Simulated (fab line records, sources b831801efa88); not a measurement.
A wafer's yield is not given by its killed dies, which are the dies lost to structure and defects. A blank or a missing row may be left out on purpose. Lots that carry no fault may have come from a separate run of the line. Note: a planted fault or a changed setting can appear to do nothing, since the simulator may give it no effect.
Which tool did it? + flow sky130 + 12 lots with 36 wafers sampled at 6 steps, on a route of 708 steps

## WHAT EACH GAUGE READ, for each wafer
SKY_PWDE_OVL_MEAS_07. Usual: PWDE_OVL gives -0.9 nm (standard deviation 1.4).
| lot  | measured    | on         | PWDE_OVL (nm)  | flag |
|------|-------------|------------|----------------|------|
| L557 | day 4 05:34 | overlay-02 | -1.7 -1.4 -2.1 |      |
| L558 | day 4 10:46 | overlay-02 | -0.5 2.2 1.0   |      |
| L559 | day 4 16:34 | overlay-02 | -1.4 -3.5 -2.1 |      |
| L561 | day 5 03:25 | overlay-01 | 2.6 0.0 1.2    |      |
| L563 | day 5 11:28 | overlay-02 | 0.5 -0.3 -0.5  |      |
| L567 | day 6 15:56 | overlay-01 | 1.3 2.2 1.1    |      |
| L568 | day 6 21:07 | overlay-02 | -0.9 -1.3 0.6  |      |
| L569 | day 7 02:38 | overlay-01 | -1.9 -0.7 -1.2 |      |
| L570 | day 7 06:08 | overlay-01 | 0.5 -2.1 -0.7  |      |
| L571 | day 7 12:47 | overlay-01 | -0.1 -0.3 -0.9 |      |
| L574 | day 8 04:02 | overlay-02 | 0.5 2.1 1.9    |      |
| L579 | day 9 06:01 | overlay-02 | -0.7 -0.1 1.9  |      |

SKY_PWDE_TW_MEAS_10. Usual: PWDE_TW gives 372 (standard deviation 3).
| lot  | measured    | on            | PWDE_TW     | flag |
|------|-------------|---------------|-------------|------|
| L557 | day 4 05:51 | film-metro-03 | 373 373 373 |      |
| L558 | day 4 11:02 | film-metro-02 | 369 365 367 |      |
| L559 | day 4 16:50 | film-metro-02 | 369 367 367 |      |
| L561 | day 5 03:41 | film-metro-01 | 370 370 371 |      |
| L563 | day 5 11:45 | film-metro-02 | 369 367 369 |      |
| L567 | day 6 16:13 | film-metro-01 | 373 373 375 |      |
| L568 | day 6 21:24 | film-metro-02 | 366 367 367 |      |
| L569 | day 7 02:55 | film-metro-01 | 378 377 377 |      |
| L570 | day 7 06:25 | film-metro-01 | 374 376 377 |      |
| L571 | day 7 13:05 | film-metro-03 | 374 374 376 |      |
| L574 | day 8 04:20 | film-metro-01 | 376 375 376 |      |
| L579 | day 9 06:17 | film-metro-03 | 374 374 375 |      |

SKY_VT_ADJUST_NCORE_TW_MEAS_11. Usual: VT_ADJUST_NCORE_TW gives 220.4 (standard deviation 2.1).
| lot  | measured     | on            | VT_ADJUST_NCORE_TW | flag |
|------|--------------|---------------|--------------------|------|
| L557 | day 9 00:07  | film-metro-04 | 223.3 222.6 223.7  |      |
| L558 | day 9 07:40  | film-metro-03 | 220.2 220.5 220.4  |      |
| L559 | day 9 15:02  | film-metro-03 | 220.6 220.6 221.2  |      |
| L561 | day 10 03:53 | film-metro-04 | 222.9 221.6 220.8  |      |
| L563 | day 10 12:43 | film-metro-01 | 217.3 217.6 216.6  |      |
| L567 | day 12 02:17 | film-metro-04 | 222.8 221.3 221.8  |      |
| L568 | day 12 08:55 | film-metro-03 | 218.6 219.5 219.9  |      |
| L569 | day 12 15:56 | film-metro-04 | 222.2 223.2 223.1  |      |
| L570 | day 12 19:17 | film-metro-04 | 221.5 222.7 223.1  |      |
| L571 | day 13 05:30 | film-metro-01 | 217.2 217.1 218.6  |      |
| L574 | day 14 00:57 | film-metro-03 | 221.0 220.0 221.5  |      |
| L579 | day 15 07:58 | film-metro-03 | 220.9 221.1 220.6  |      |

SKY_SONOS_TUNNEL_CD_MEAS_07: target cd 410 nm. Usual: cd-nm 409.6 nm, standard deviation 2.
| lot  | measured     | on        | cd-nm (nm)        | flag |
|------|--------------|-----------|-------------------|------|
| L557 | day 11 17:40 | cd-sem-01 | 408.3 411.8 408.6 |      |
| L558 | day 12 03:26 | cd-sem-02 | 407.2 408.6 407.5 |      |
| L559 | day 12 12:08 | cd-sem-02 | 410.7 413.7 410.4 |      |
| L561 | day 13 01:54 | cd-sem-01 | 408.5 405.6 408.1 |      |
| L563 | day 13 13:05 | cd-sem-01 | 408.2 410.1 408.7 |      |
| L567 | day 15 06:53 | cd-sem-01 | 411.3 410.4 409.1 |      |
| L568 | day 15 14:48 | cd-sem-01 | 405.7 406.3 406.9 |      |
| L569 | day 15 22:23 | cd-sem-01 | - - -             | OFF  |
| L570 | day 16 01:48 | cd-sem-02 | 408.9 408.2 409.2 |      |
| L571 | day 16 12:46 | cd-sem-02 | 412.0 412.8 412.7 |      |
| L574 | day 17 11:47 | cd-sem-01 | 408.2 407.4 407.3 |      |
| L579 | day 18 22:28 | cd-sem-01 | 411.4 412.4 411.6 |      |

SKY_SONOS_TUNNEL_TW_MEAS_12. Usual: SONOS_TUNNEL_TW gives 197.7 (standard deviation 2.5).
| lot  | measured     | on            | SONOS_TUNNEL_TW               | flag |
|------|--------------|---------------|-------------------------------|------|
| L557 | day 11 18:14 | film-metro-04 | 201.5 200.4 200.5             |      |
| L558 | day 12 04:01 | film-metro-04 | 199.7 199.7 200.4             |      |
| L559 | day 12 12:43 | film-metro-02 | 193.3 193.4 193.6             |      |
| L561 | day 13 02:28 | film-metro-03 | 196.8 197.1 197.3             |      |
| L563 | day 13 13:38 | film-metro-04 | 198.9 199.7 199.9             |      |
| L567 | day 15 07:44 | film-metro-03 | 198.7 197.6 199.1             |      |
| L568 | day 15 15:29 | film-metro-02 | 194.0 194.0 195.3             |      |
| L569 | day 15 22:57 | film-metro-03 | 30.2 30.2 30.2 30.2 30.4 30.2 | OFF  |
| L570 | day 16 02:22 | film-metro-04 | 200.2 199.0 200.6             |      |
| L571 | day 16 13:19 | film-metro-03 | 198.8 197.8 197.7             |      |
| L574 | day 17 12:20 | film-metro-02 | 195.2 194.7 196.0             |      |
| L579 | day 18 23:02 | film-metro-03 | 198.5 197.8 197.7             |      |

## WHAT TOOL EACH LOT RAN ON (gives the tool, then ch and the chambers of the sampled wafers, and finally the start)
| lot  | SKY_SONOS_TUNNEL_EXPOSE_04          |
|------|-------------------------------------|
| L557 | iline-stepper-02 ch 0, day 11 06:41 |
| L558 | iline-stepper-02 ch 0, day 11 16:01 |
| L559 | iline-stepper-01 ch 0, day 12 00:05 |
| L561 | iline-stepper-01 ch 0, day 12 14:10 |
| L563 | iline-stepper-01 ch 0, day 13 00:21 |
| L567 | iline-stepper-02 ch 0, day 14 18:04 |
| L568 | iline-stepper-02 ch 0, day 15 01:36 |
| L569 | iline-stepper-02 ch 0, day 15 08:19 |
| L570 | iline-stepper-02 ch 0, day 15 12:27 |
| L571 | iline-stepper-02 ch 0, day 15 23:55 |
| L574 | iline-stepper-02 ch 0, day 16 21:52 |
| L579 | iline-stepper-02 ch 0, day 18 07:47 |
- SKY_SONOS_TUNNEL_EXPOSE_04: exposes mask TUNM, target cd 410 nm.

## AS READ BY THE TOOLS THEMSELVES (means over the sampled wafers that have a number; for cases with no such wafer, the mark the record gives instead)
The record holds no such reading with a usual standard deviation.

## THE ANSWER, worked out from the rows above alone
Rule: take the mean of a lot's wafers that have a number; if it is more than 3 standard deviations from the usual mean, the lot is off. Also off: a lot with no number at a reading for which 4 or more lots have one. Any other lot the step has rows for is counted as sound. First the gauges in route order, then the tools' own readings, where a lot's mean is used as printed above. At the first step where some lot is off, the reading lying furthest off is the one used; lots without a number count as furthest.
Off, at SKY_SONOS_TUNNEL_CD_MEAS_07 on cd-nm: L569. Without a number there: L569.
A tool fits if, at a process step before that reading, it ran every lot that is off, and no sound lot after the first of them. The gauges at SKY_SONOS_TUNNEL_CD_MEAS_07 aren't tried: what is off there is off at SKY_SONOS_TUNNEL_TW_MEAS_12 too, on other tools, and a gauge's error can't cause that. Of those tried, none fits.

## WHAT THE SIMULATOR HAD PUT IN
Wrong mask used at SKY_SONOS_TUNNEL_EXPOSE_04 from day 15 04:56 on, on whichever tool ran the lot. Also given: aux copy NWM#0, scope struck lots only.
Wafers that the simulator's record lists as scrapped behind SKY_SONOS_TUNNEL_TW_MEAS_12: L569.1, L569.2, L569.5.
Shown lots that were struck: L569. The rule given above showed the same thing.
